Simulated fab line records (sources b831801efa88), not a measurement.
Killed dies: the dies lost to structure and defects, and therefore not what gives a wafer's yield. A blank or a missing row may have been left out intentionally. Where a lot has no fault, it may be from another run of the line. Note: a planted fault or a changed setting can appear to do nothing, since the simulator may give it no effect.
What tool caused it? ; flow gf180mcu ; 14 lots with 42 wafers sampled at 3 steps, on a route of 602 steps

== WHAT EACH GAUGE READ, for each wafer ==
GF_M3_OVL_MEAS_15. Usual: M3_OVL gives 1 nm (standard deviation 4.4).
lot;measured;on;M3_OVL (nm);flag
L623;day 21 11:59;overlay-02;2 0 4;
L624;day 22 02:05;overlay-01;6 8 0;
L628;day 23 06:17;overlay-02;3 -4 7;
L634;day 26 00:14;overlay-01;-9 -3 -4;
L635;day 26 06:02;overlay-01;5 2 4;
L636;day 26 19:41;overlay-01;3 6 4;
L638;day 27 01:35;overlay-02;0 4 4;
L637;day 27 01:56;overlay-02;-1 -3 -3;
L639;day 27 03:53;overlay-01;-3 -1 4;
L641;day 27 21:16;overlay-01;7 4 7;
L640;day 27 22:23;overlay-01;-3 -2 -5;
L644;day 28 17:31;overlay-01;6 5 13;
L645;day 28 23:26;overlay-02;3 -3 2;
L646;day 29 03:56;overlay-02;-3 5 2;

GF_V3_THK_MEAS_25: measures by xrf. Usual: V3_W_THK gives 349 nm (standard deviation 5.4).
lot;measured;on;V3_W_THK (nm);flag
L623;day 22 13:54;film metro-02;351 355 346;
L624;day 23 03:35;film metro-02;346 345 344;
L628;day 24 06:55;film metro-04;354 353 352;
L634;day 27 00:10;film metro-02;355 354 346;
L635;day 27 04:59;film metro-02;345 344 354;
L636;day 27 18:47;film metro-02;341 344 341;
L638;day 28 00:28;film metro-03;352 356 355;
L637;day 28 01:01;film metro-04;353 352 351;
L639;day 28 02:23;film metro-02;349 354 344;
L641;day 28 19:26;film metro-03;349 346 343;
L640;day 28 20:41;film metro-03;338 345 344;
L644;day 29 15:09;film metro-04;362 361 356;
L645;day 29 21:34;film metro-04;354 355 358;
L646;day 30 01:22;film metro-03;344 341 346;

== WHAT TOOL EACH LOT RAN ON (gives the tool, then ch and the chambers of the sampled wafers, and finally the start) ==
lot;GF_M3_METAL_ETCH_16
L623;rie metal-01 ch 0,1, day 21 12:01
L624;rie metal-03 ch 0, day 22 02:07
L628;rie metal-01 ch 0,1, day 23 06:19
L634;rie metal-01 ch 1, day 26 00:16
L635;rie metal-01 ch 0,1, day 26 06:04
L636;rie metal-01 ch 1, day 26 19:44
L638;rie metal-01 ch 1, day 27 01:38
L637;rie metal-02 ch 0,1, day 27 01:58
L639;rie metal-01 ch 1, day 27 03:57
L641;rie metal-02 ch 0,1, day 27 21:18
L640;rie metal-01 ch 0,1, day 27 22:25
L644;rie metal-01 ch 0, day 28 17:33
L645;rie metal-03 ch 0,1, day 28 23:29
L646;rie metal-03 ch 0, day 29 03:58
- GF_M3_METAL_ETCH_16: etches the open film in Cl2/BCl3, stops on SiO2, target depth 627.5 nm, time 104.6 s.

== AS READ BY THE TOOLS THEMSELVES (means over the sampled wafers that have a number; for cases with no such wafer, the mark the record gives instead) ==
GF_M3_METAL_ETCH_16. Usual: drypump motor current A 5.8 A, standard deviation 0.43; he backside leak sccm 3.3 sccm, standard deviation 0.34; oes product au 0.972 a.u., standard deviation 0.0063; rf fwd power W 796.4 W, standard deviation 2.6; throttle valve pct 28.250 %, standard deviation 0.01.
lot;tool;drypump motor current A (A);he backside leak sccm (sccm);oes product au (a.u.);rf fwd power W (W);throttle valve pct (%);flag
L623;rie metal-01;5.7;3.4;0.975;794.2;28.253;
L624;rie metal-03;6.3;3.3;0.973;798.1;28.240;
L628;rie metal-01;5.7;3.3;0.975;794.5;28.255;
L634;rie metal-01;6.0;3.2;0.981;798.2;28.244;
L635;rie metal-01;5.3;3.4;0.978;794.0;28.248;
L636;rie metal-01;6.0;3.2;0.963;792.7;28.255;
L638;rie metal-01;6.0;3.2;0.972;793.9;28.258;
L637;rie metal-02;5.9;3.5;0.967;797.8;28.255;
L639;rie metal-01;6.0;3.0;0.972;795.4;28.245;
L641;rie metal-02;6.0;3.5;0.978;797.4;28.240;
L640;rie metal-01;5.7;3.4;0.969;796.2;28.263;
L644;rie metal-01;5.0;3.5;0.974;800.1;28.243;
L645;rie metal-03;5.8;3.1;0.973;792.8;28.253;
L646;rie metal-03;6.3;3.3;0.971;796.3;28.257;

== THE ANSWER, worked out from the rows above alone ==
Rule: a lot counts as off when the mean over its wafers that have a number is more than 3 standard deviations away from the usual mean. Also off: a lot with no number at a reading for which 4 or more lots have one. All remaining lots with rows at the step are treated as sound. First the gauges in route order, then the tools' own readings, where a lot's mean is used as printed above. At the first step where some lot is off, the reading lying furthest off is the one used; lots without a number count as furthest.
No lot is off at any reading shown: from this, nothing can be told.

== WHAT HAD BEEN PUT IN BY THE SIMULATOR ==
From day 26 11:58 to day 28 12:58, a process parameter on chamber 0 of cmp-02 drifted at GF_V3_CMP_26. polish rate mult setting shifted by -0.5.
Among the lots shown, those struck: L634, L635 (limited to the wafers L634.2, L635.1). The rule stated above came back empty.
